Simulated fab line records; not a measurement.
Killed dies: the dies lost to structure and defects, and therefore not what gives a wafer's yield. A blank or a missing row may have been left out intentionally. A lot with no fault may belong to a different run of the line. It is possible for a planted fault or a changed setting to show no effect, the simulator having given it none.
fab line records	flow sky130
record: lots: 12	wafers: 36	last_day: 49
route steps=708 shown GATE_OXIDE@189 LDD_LDN@297 LOCAL_INTERCONNECT@402 CONTACT@406
lots with no fault: from the same line, run without faults
start_h: hours from the record's opening day to when the first of the lot's shown wafers began	wait_h: hours from the lot's prior step to this one	" as in the row above	L1.1+2: a row that stands for several wafers	- no value, or no start was given	* or withheld: withheld	< > ~ a bound
route shown NAME@n: names a module that has steps shown in the file, with the first one's number in the route	usual: average and standard deviation across the fault-free wafers	same: alike in all rows	chamber/n: place in a boat	sites: the reading at each site	_std_site: standard deviation of those values	_edge_site: inner sites' mean taken away from outer sites' mean	radius_mm: for every site, how far away it sits from the centre of the wafer	mask NAME#n: copy n	behind: the tool/chamber that last shaped the wafer	hold: cause of the lot's hold/its duration in hours/its outcome	device: transistor that didn't switch, given as n, p or np	end of line: tests run on the same wafers once the route is complete	a step with no rows: only its recipe	killed: dies lost to structure and defects at the first sort, not the wafer's yield	map: the dies of a wafer, with x for killed, . for not killed, _ for no die there
set.NAME: the setting that was run; set.NAME@STEP: the one run at that earlier step	model.NAME: the simulator's own value behind a step, which no gauge read
route steps across a sampled set of lots; one table per step, one row per wafer
services: when a tool's chamber went out of use (start_h, in hours from the record's first day, below 0 if earlier), for how many hours, and the reason
== steps ==
step: SKY_GATE_OXIDE_THK_MEAS_02
recipe: reads: SiO2_of_GATE_OXIDE_OXIDATION_01
usual: GATE_OXIDE_OXIDATION_00_THK: 10.28/0.19
lot.wafer	tool	chamber	start_h	wait_h	GATE_OXIDE_OXIDATION_00_THK[nm]
L428.1	film_metro-03	-	283.21	0.0	10.50
L428.4	"	-	"	"	10.43
L428.6	"	-	"	"	10.47
L429.1	film_metro-03	-	299.07	0.0	10.05
L429.5	"	-	"	"	10.08
L429.6	"	-	"	"	10.00
L430.2	film_metro-01	-	305.37	0.0	10.23
L430.3	"	-	"	"	10.23
L430.5	"	-	"	"	10.25
L433.1	film_metro-03	-	325.52	0.0	10.61
L433.4	"	-	"	"	10.64
L433.5	"	-	"	"	10.73
L434.1	film_metro-04	-	343.04	0.0	10.43
L434.3	"	-	"	"	10.43
L434.5	"	-	"	"	10.42
L436.1	film_metro-03	-	360.29	0.0	10.08
L436.2	"	-	"	"	10.19
L436.3	"	-	"	"	10.22
L435.3	film_metro-04	-	360.31	0.0	10.15
L435.4	"	-	"	"	10.15
L435.6	"	-	"	"	10.16
L437.1	film_metro-03	-	368.73	0.0	10.24
L437.4	"	-	"	"	10.25
L437.6	"	-	"	"	10.12
L440.2	film_metro-03	-	391.01	0.0	10.14
L440.4	"	-	"	"	10.35
L440.6	"	-	"	"	10.34
L441.3	film_metro-04	-	400.58	0.0	10.37
L441.4	"	-	"	"	10.58
L441.6	"	-	"	"	10.57
L442.2	film_metro-04	-	412.32	0.0	9.96
L442.3	"	-	"	"	10.02
L442.5	"	-	"	"	10.16
L444.1	film_metro-04	-	435.08	0.0	10.27
L444.2	"	-	"	"	10.38
L444.4	"	-	"	"	10.38
step: SKY_LDD_LDN_IMPLANT_08
recipe: species: As	energy_kev: 15	dose_cm2: 1.25e+13	tilt_deg: withheld	rotation_deg: 23
usual: dose_ions_cm2: 1.2497e+13/1.4e+10	faraday_current_uA: 70.4/1.5
lot.wafer	tool	chamber	start_h	wait_h	dose_ions_cm2	faraday_current_uA
L428.1	implanter-02	0	525.63	0.0	1.2493e+13	71.5
L428.4	"	0	"	"	1.2491e+13	73.2
L428.6	"	0	"	"	1.248e+13	71.3
L429.1	implanter-01	0	543.80	0.0	1.2493e+13	71.3
L429.5	"	0	"	"	1.249e+13	71.6
L429.6	"	0	"	"	1.2486e+13	70.0
L430.2	implanter-03	0	553.33	0.0	1.247e+13	68.9
L430.3	"	0	"	"	1.2509e+13	69.0
L430.5	"	0	"	"	1.2483e+13	70.1
L433.1	implanter-02	0	572.50	0.0	1.2495e+13	70.2
L433.4	"	0	"	"	1.2503e+13	70.3
L433.5	"	0	"	"	1.2498e+13	72.1
L434.1	implanter-03	0	598.50	0.0	1.2481e+13	70.3
L434.3	"	0	"	"	1.2496e+13	71.5
L434.5	"	0	"	"	1.2507e+13	68.8
L436.1	implanter-01	0	609.28	0.0	1.2506e+13	72.6
L436.2	"	0	"	"	1.251e+13	67.7
L436.3	"	0	"	"	1.2502e+13	71.8
L435.3	implanter-03	0	610.07	0.1	1.2519e+13	71.4
L435.4	"	0	"	"	1.2504e+13	72.2
L435.6	"	0	"	"	1.2504e+13	69.9
L437.1	implanter-02	0	619.37	0.0	1.2497e+13	67.5
L437.4	"	0	"	"	1.2482e+13	72.0
L437.6	"	0	"	"	1.2496e+13	70.2
L440.2	implanter-02	0	638.95	0.0	1.2527e+13	71.4
L440.4	"	0	"	"	1.2526e+13	69.9
L440.6	"	0	"	"	1.2508e+13	72.2
L441.3	implanter-02	0	648.45	0.1	1.253e+12	7.1
L441.4	"	0	"	"	1.251e+12	6.9
L441.6	"	0	"	"	1.24e+12	7.1
L442.2	implanter-02	0	664.15	0.0	1.255e+12	6.9
L442.3	"	0	"	"	1.26e+12	7.1
L442.5	"	0	"	"	1.255e+12	7.1
L444.1	implanter-03	0	681.23	0.0	1.2501e+13	69.6
L444.2	"	0	"	"	1.2515e+13	68.9
L444.4	"	0	"	"	1.2492e+13	72.7
step: SKY_LDD_LDN_TW_MEAS_13
usual: LDD_LDN_TW: 1479/15
lot.wafer	tool	chamber	start_h	wait_h	hold	LDD_LDN_TW
L428.1	film_metro-02	-	526.33	0.1	-	1463
L428.4	"	-	"	"	-	1462
L428.6	"	-	"	"	-	1459
L429.1	film_metro-02	-	544.50	0.1	-	1468
L429.5	"	-	"	"	-	1462
L429.6	"	-	"	"	-	1476
L430.2	film_metro-03	-	554.01	0.1	-	1480
L430.3	"	-	"	"	-	1469
L430.5	"	-	"	"	-	1482
L433.1	film_metro-03	-	573.20	0.1	-	1474
L433.4	"	-	"	"	-	1482
L433.5	"	-	"	"	-	1480
L434.1	film_metro-02	-	599.20	0.1	-	1472
L434.3	"	-	"	"	-	1464
L434.5	"	-	"	"	-	1467
L436.1	film_metro-03	-	609.98	0.1	-	1484
L436.2	"	-	"	"	-	1482
L436.3	"	-	"	"	-	1483
L435.3	film_metro-02	-	610.74	0.1	-	1466
L435.4	"	-	"	"	-	1467
L435.6	"	-	"	"	-	1468
L437.1	film_metro-02	-	620.07	0.1	-	1466
L437.4	"	-	"	"	-	1464
L437.6	"	-	"	"	-	1466
L440.2	film_metro-04	-	639.64	0.1	-	1505
L440.4	"	-	"	"	-	1504
L440.6	"	-	"	"	-	1514
L441.3	film_metro-02	-	649.12	0.1	await_dispo/0.2h/release	1350
L441.4	"	-	"	"	await_dispo/0.2h/release	1354
L441.6	"	-	"	"	await_dispo/0.2h/release	1356
L441.3	film_metro-02	-	649.35	0.2	-	1354
L441.4	"	-	"	"	-	1353
L441.6	"	-	"	"	-	1353
L442.2	film_metro-04	-	664.84	0.1	await_dispo/0.2h/release	1393
L442.3	"	-	"	"	await_dispo/0.2h/release	1389
L442.5	"	-	"	"	await_dispo/0.2h/release	1391
L442.2	film_metro-04	-	665.07	0.2	-	1393
L442.3	"	-	"	"	-	1389
L442.5	"	-	"	"	-	1391
L444.1	film_metro-02	-	681.93	0.1	-	1464
L444.2	"	-	"	"	-	1463
L444.4	"	-	"	"	-	1470
step: SKY_LOCAL_INTERCONNECT_STRIP_15
recipe: chemistry: O2/N2	power_w: 1400	pressure_mtorr: 1500	platen_temp_c: withheld	o2_flow_sccm: 3000	n2_flow_sccm: 300	overash_fraction: 0.5
usual: drypump_motor_current_A: 5.8/0.48	oes_product_au: 0.427/0.0044	strip_time_to_endpoint_s: 4.730/0.02
lot.wafer	tool	chamber	start_h	wait_h	drypump_motor_current_A	oes_product_au	rf_hours_counter_h	strip_time_to_endpoint_s
L428.1	plasma_asher-03	1	708.28	0.1	6.2	0.422	89	4.721
L428.4	"	0	"	"	5.7	0.422	-	4.769
L428.6	"	1	"	"	6.2	0.429	-	4.728
L429.1	plasma_asher-03	0	720.61	0.0	5.7	0.429	90	4.755
L429.5	"	0	"	"	5.7	0.435	-	4.715
L429.6	"	1	"	"	6.2	0.423	-	4.707
L430.2	plasma_asher-01	0	730.99	0.0	5.8	0.428	56	4.729
L430.3	"	0	"	"	5.8	0.426	-	4.723
L430.5	"	1	"	"	5.7	0.429	-	4.740
L433.1	plasma_asher-01	1	748.21	0.0	5.7	0.419	59	4.695
L433.4	"	1	"	"	5.6	0.428	-	4.738
L433.5	"	1	"	"	5.7	0.429	-	4.714
L434.1	plasma_asher-01	1	773.30	0.1	5.7	0.427	61	4.723
L434.3	"	0	"	"	5.8	0.421	-	4.731
L434.5	"	1	"	"	5.6	0.432	-	4.722
L435.3	plasma_asher-04	1	785.83	0.1	4.8	0.426	-	4.722
L435.4	"	0	"	"	6.4	0.422	-	4.713
L435.6	"	1	"	"	4.8	0.426	-	4.731
L436.1	plasma_asher-03	1	785.91	0.0	6.2	0.420	96	4.767
L436.2	"	0	"	"	5.7	0.425	96	4.685
L436.3	"	1	"	"	6.2	0.430	-	4.742
L437.1	plasma_asher-03	0	794.04	0.0	5.7	0.424	97	4.714
L437.4	"	0	"	"	5.7	0.429	-	4.699
L437.6	"	0	"	"	5.7	0.423	-	4.694
L440.2	plasma_asher-03	0	809.21	0.0	5.7	0.429	99	4.777
L440.4	"	0	"	"	5.7	0.421	-	4.774
L440.6	"	0	"	"	5.7	0.423	-	4.753
L441.3	plasma_asher-03	0	821.97	0.1	5.7	0.421	-	4.702
L441.4	"	1	"	"	6.2	0.430	-	4.717
L441.6	"	0	"	"	5.7	0.425	-	4.701
L442.2	plasma_asher-04	0	836.06	0.0	6.3	0.424	43	4.757
L442.3	"	1	"	"	4.8	0.426	-	4.726
L442.5	"	1	"	"	4.8	0.424	-	4.710
L444.1	plasma_asher-01	0	851.87	0.0	5.8	0.430	70	4.714
L444.2	"	1	"	"	5.6	0.433	70	4.741
L444.4	"	0	"	"	5.8	0.433	-	4.751
step: SKY_CONTACT_CVD_00
recipe: material: Si3N4	target_thk_nm: 75	temp_c: 400	time_s: withheld	rf_w: 450
usual: heater_power_w: 740/97
lot.wafer	tool	chamber	start_h	wait_h	heater_power_w
L428.1	pecvd-04	0	708.87	0.0	722
L428.4	"	0	"	"	741
L428.6	"	2	"	"	678
L429.1	pecvd-03	1	721.20	0.0	584
L429.5	"	0	"	"	776
L429.6	"	1	"	"	615
L430.2	pecvd-01	1	731.59	0.0	921
L430.3	"	2	"	"	693
L430.5	"	1	"	"	883
L433.1	pecvd-01	1	748.83	0.0	861
L433.4	"	0	"	"	895
L433.5	"	1	"	"	847
L434.1	pecvd-04	0	774.02	0.0	668
L434.3	"	2	"	"	762
L434.5	"	2	"	"	766
L435.3	pecvd-04	0	786.41	0.0	642
L435.4	"	2	"	"	666
L435.6	"	2	"	"	665
L436.1	pecvd-03	1	786.50	0.0	719
L436.2	"	0	"	"	679
L436.3	"	2	"	"	808
L437.1	pecvd-04	2	794.63	0.0	717
L437.4	"	0	"	"	656
L437.6	"	1	"	"	607
L440.2	pecvd-01	0	809.84	0.0	922
L440.4	"	1	"	"	914
L440.6	"	0	"	"	885
L441.3	pecvd-04	1	822.53	0.0	613
L441.4	"	1	"	"	612
L441.6	"	0	"	"	629
L442.2	pecvd-03	0	836.69	0.0	810
L442.3	"	0	"	"	781
L442.5	"	0	"	"	811
L444.1	pecvd-03	2	852.51	0.0	822
L444.2	"	0	"	"	720
L444.4	"	2	"	"	778
== services ==
tool	chamber	start_h	hours	kind
pecvd-03	2	524.65	4.9	repair
pecvd-04	2	572.84	1.8	repair
pecvd-03	-	610.50	14.6	pm
pecvd-04	0	610.87	6.0	repair
plasma_asher-03	-	611.88	1.6	repair
pecvd-01	2	617.84	10.2	repair
implanter-03	-	630.50	4.9	pm
pecvd-03	-	665.70	1.1	repair
implanter-03	-	667.47	2.2	repair
implanter-02	-	675.57	13.3	pm
implanter-02	-	707.80	1.9	pm
implanter-03	-	724.17	13.8	repair
implanter-02	-	730.87	2.2	repair
implanter-03	-	732.16	2.1	repair
pecvd-04	-	734.44	1.3	repair
pecvd-03	-	759.41	4.9	repair
implanter-03	-	765.69	0.6	repair
pecvd-04	1	781.51	7.3	repair
implanter-02	-	805.07	3.2	pm
plasma_asher-01	-	813.14	0.8	repair
plasma_asher-03	-	813.62	2.5	repair
implanter-03	-	814.05	3.7	pm
pecvd-03	-	818.06	1.0	repair
plasma_asher-03	-	848.58	3.2	repair
== key ==
first_sign: step: SKY_LDD_LDN_IMPLANT_08	reading: dose_ions_cm2	direction: down	sigmas: 99+	usual: *	struck: *
effect: step: SKY_LDD_LDN_IMPLANT_08	reading: faraday_current_uA	direction: down	sigmas: 43	usual: 70.4	struck: 7.0
effect: step: SKY_LDD_LDN_TW_MEAS_13	reading: visit	direction: added
effect: step: SKY_LDD_LDN_TW_MEAS_13	reading: LDD_LDN_TW	direction: down	sigmas: 6.9	usual: 1479	struck: 1372
met_at SKY_LDD_LDN_IMPLANT_08
struck_lots L441,L442
tester_left_out L441,L442
not_acting_at SKY_GATE_OXIDE_THK_MEAS_02,SKY_LOCAL_INTERCONNECT_STRIP_15,SKY_CONTACT_CVD_00
onset_between 638.95 648.45
fault: kind: process_parameter_drift	tool: implanter-02	chamber: -	onset_h: 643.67	steps: SKY_LDD_LDN_IMPLANT_08	channel: dose_cm2	offset: *	shape: step	end_h: 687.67	acts_in: *	stated: *
tester_left_out: of these lots the tester's yield and bins aren't shown, on N5 and GAA mostly nor the transistor test; their killed dies are dies lost to structure and defects alone, not to doping, threshold or leakage, so they don't give the yield
